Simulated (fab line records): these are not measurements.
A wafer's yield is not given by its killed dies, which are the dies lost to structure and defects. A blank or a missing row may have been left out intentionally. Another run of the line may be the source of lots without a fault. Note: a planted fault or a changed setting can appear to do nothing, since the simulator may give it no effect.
A lot that was struck, set against a sound lot	flow sky130	14 steps out of a route of 708
Sound: wafers L798.1, L798.3, L798.6. Wafers struck: L790.1, L790.2, L790.6. At the end, the cause is stated.
Per side, at each step with rows, come the tool, then ch with its chambers, and then its first start. Under that, the readings that differ: sound wafers	struck wafers	difference of the means	sigmas: that difference in standard deviations of wafers without a fault.
alike: words and numbers the same on both sides, and readings whose means are apart by under 2 such deviations; not compared: readings that were withheld, readings missing a value for some wafer, numbers with overlapping values and no deviation given by the record, and bounds like >300 which may hide the same value.
The two part at a step that has a row with sigmas, a row that says differs or no value, or rows on one side only. Numbers that don't overlap but have no deviation are shown without sigmas and don't part them. A reading missing from all wafers of one side parts the sides only when that side holds two or more wafers.

first, 2 steps without rows for these wafers: SKY_LDD_LDN_PEB_05; SKY_LDD_LDN_DEVELOP_06 (develop time 60 s).
SKY_LDD_LDN_OVL_MEAS_07:
  sound on overlay-01, day 30 17:05; struck on overlay-01, day 28 00:20
  alike: LDD_LDN_OVL
then, 4 steps without rows for these wafers: SKY_LDD_LDN_IMPLANT_08; SKY_LDD_LDN_IMPLANT_09; SKY_LDD_LDN_IMPLANT_10; SKY_LDD_LDN_IMPLANT_11.
SKY_LDD_LDN_STRIP_12: strips in O2/N2.
  sound on plasmaAsher-04 ch 0,1, day 30 17:43; struck on plasmaAsher-03 ch 0,1, day 28 00:59
  alike: drypumpMotorCurrentA, n2FlowSccm, oesProductAu, stripTimeToEndpointS
  not compared: rfHoursCounterH
SKY_LDD_LDN_TW_MEAS_13:
  sound on filmMetro-04, day 30 17:49; struck on filmMetro-03, day 28 01:05
  alike: LDD_LDN_TW
then, 2 steps without rows for these wafers: SKY_LDD_LDN_CLEAN_14 (cleans in SC1/SC2, time 150 s); SKY_SPACER_CVD_00 (deposits Si3N4 from DCS/NH3, target thk 43.1 nm, time 740 s).
SKY_SPACER_THK_MEAS_01:
  sound on filmMetro-04, day 30 19:19; struck on filmMetro-04, day 28 02:24
  alike: SPACER_CVD_00_THK
SKY_SPACER_ETCHBACK_02: etches Si3N4 in CH3F/O2, stops on SiO2, time 46.7 s, target depth 45 nm.
  sound on rieDiel-03 ch 0,1,3, day 30 19:23; struck on rieDiel-03 ch 0,1, day 28 02:28
  no value came back on the struck wafers for any of 6 readings (O2_flow_sccm (sccm), biasW (W) and others); on the sound wafers O2_flow_sccm (sccm) reads 29.99 29.97 30.19
  not compared: rfHoursCounterH
-- the record jumps here: 21 days lie between the struck wafers' starts before and after (it left off in module SPACER and takes up again in module PAD_OPEN, whose first step shown is number 708 of the route) --
SKY_PAD_OPEN_PROBE_99:
  the record has rows for the struck wafers here (prober-02, day 49 05:02) and none for the sound ones

WHERE THEY PART
Last at SKY_PAD_OPEN_PROBE_99 as far as this record goes, first at SKY_SPACER_ETCHBACK_02.

WHY: whatever the simulator had introduced
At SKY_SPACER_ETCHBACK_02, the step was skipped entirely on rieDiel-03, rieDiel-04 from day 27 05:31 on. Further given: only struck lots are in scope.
